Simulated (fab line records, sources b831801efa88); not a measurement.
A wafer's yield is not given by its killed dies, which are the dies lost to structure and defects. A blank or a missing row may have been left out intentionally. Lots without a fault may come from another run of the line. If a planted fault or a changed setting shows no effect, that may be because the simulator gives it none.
Which of the tools did it?	flow sky130	12 lots, 36 wafers sampled, at 3 steps of a route of 708

## WHAT THE GAUGES SHOWED, per wafer
SKY_VIA4_OVL_MEAS_11.
lot	measured	on	VIA4_OVL (nm)
L552	day 42 00:58	overlay-01	-0.5 -0.6 2.1
L555	day 43 05:53	overlay-02	2.5 3.3 3.2
L557	day 44 08:43	overlay-02	0.8 2.2 2.4
L558	day 44 11:28	overlay-01	-0.3 -1.0 -0.9
L559	day 44 18:43	overlay-01	1.9 3.1 1.5
L560	day 45 00:01	overlay-01	0.8 0.5 -1.5
L562	day 45 09:02	overlay-02	2.0 -0.7 1.7
L563	day 45 11:53	overlay-01	0.8 0.6 0.8
L565	day 45 23:02	overlay-01	-1.6 -1.2 -0.1
L571	day 47 17:04	overlay-01	-1.3 -0.9 -0.8
L572	day 48 06:44	overlay-02	0.9 2.5 0.6
L573	day 48 18:07	overlay-01	-2.0 0.1 -0.2

## WHICH TOOL RAN EACH LOT (tool, then ch and the chambers of the sampled wafers, then the start)
lot	SKY_CAP2M_SPUTTER_02	SKY_VIA4_CMP_02
L552	pvd sputter-02, day 38 22:03	cmp-01 ch 0,1, day 41 01:14
L555	pvd sputter-04, day 40 04:47	cmp-01 ch 0,1,2, day 42 06:23
L557	pvd sputter-04, day 41 10:02	cmp-01 ch 2,3, day 43 10:20
L558	pvd sputter-02, day 41 13:29	cmp-01 ch 1,2,3, day 43 13:02
L559	pvd sputter-03, day 41 20:37	cmp-02 ch 0,1,3, day 43 20:44
L560	pvd sputter-03, day 42 04:20	cmp-01 ch 0,1,2, day 44 03:17
L562	pvd sputter-02, day 42 12:07	cmp-02 ch 0,2,3, day 44 11:00
L563	pvd sputter-03, day 42 14:53	cmp-01 ch 1,3, day 44 14:50
L565	pvd sputter-02, day 43 05:38	cmp-02 ch 0,1,3, day 45 02:02
L571	pvd sputter-04, day 45 00:55	cmp-02 ch 0,2,3, day 46 20:55
L572	pvd sputter-02, day 45 16:11	cmp-02 ch 0,1, day 47 11:14
L573	pvd sputter-03, day 46 07:07	cmp-01 ch 0,3, day 48 00:06
- SKY_CAP2M_SPUTTER_02: material TiN, target thk 200 nm, time 166.7 s.
- SKY_VIA4_CMP_02: polishes SiO2.

## WHAT THE TOOLS THEMSELVES READ (means of the sampled wafers that have a number; where no wafer has one, the mark that the record gives instead)
SKY_CAP2M_SPUTTER_02.
lot	tool	chamber pressure pa (Pa)	susceptor temp C (C)	throttle valve pct (%)
L552	pvd sputter-02	0.4008	299.95	29.8
L555	pvd sputter-04	0.4009	300.14	32.2
L557	pvd sputter-04	0.4003	300.19	31.1
L558	pvd sputter-02	0.3999	299.77	29.8
L559	pvd sputter-03	0.4003	300.13	30.3
L560	pvd sputter-03	0.4004	300.02	29.8
L562	pvd sputter-02	0.4002	300.06	29.6
L563	pvd sputter-03	0.4004	300.07	29.2
L565	pvd sputter-02	0.4000	299.94	29.0
L571	pvd sputter-04	0.4005	299.95	28.7
L572	pvd sputter-02	0.3997	299.95	29.7
L573	pvd sputter-03	0.4002	300.01	29.9

SKY_VIA4_CMP_02.
lot	tool	motor current A (A)
L552	cmp-01	10.3
L555	cmp-01	10.7
L557	cmp-01	11.3
L558	cmp-01	10.9
L559	cmp-02	11.8
L560	cmp-01	11.1
L562	cmp-02	11.3
L563	cmp-01	10.6
L565	cmp-02	12.0
L571	cmp-02	11.4
L572	cmp-02	12.1
L573	cmp-01	11.2

## THE ANSWER, worked out from the rows above alone
Rule: what is usual is taken from the lots themselves. The widest of any qualifying gaps counts: lots, ordered by their means at a reading, are off when they make up no more than a third of the lots, leave a main group of 4 or more, and stand apart from it by 3 or more times the standard deviation of that group's means. A main group whose means are all the same, to the digits that the tables above print for the reading, isn't used. A lot without any number at a reading at which 4 lots or more have one is off too. The other lots that the step has rows for count as sound. The gauges are gone through in route order, then the tools' own readings, and for those a lot's mean is taken as printed above. The first step at which some lot is off is used, and at that step the reading that is off furthest; a lot without a number counts as furthest.
None of the lots is off at any reading shown; this tells nothing.

## WHAT THE SIMULATOR HAD PUT IN
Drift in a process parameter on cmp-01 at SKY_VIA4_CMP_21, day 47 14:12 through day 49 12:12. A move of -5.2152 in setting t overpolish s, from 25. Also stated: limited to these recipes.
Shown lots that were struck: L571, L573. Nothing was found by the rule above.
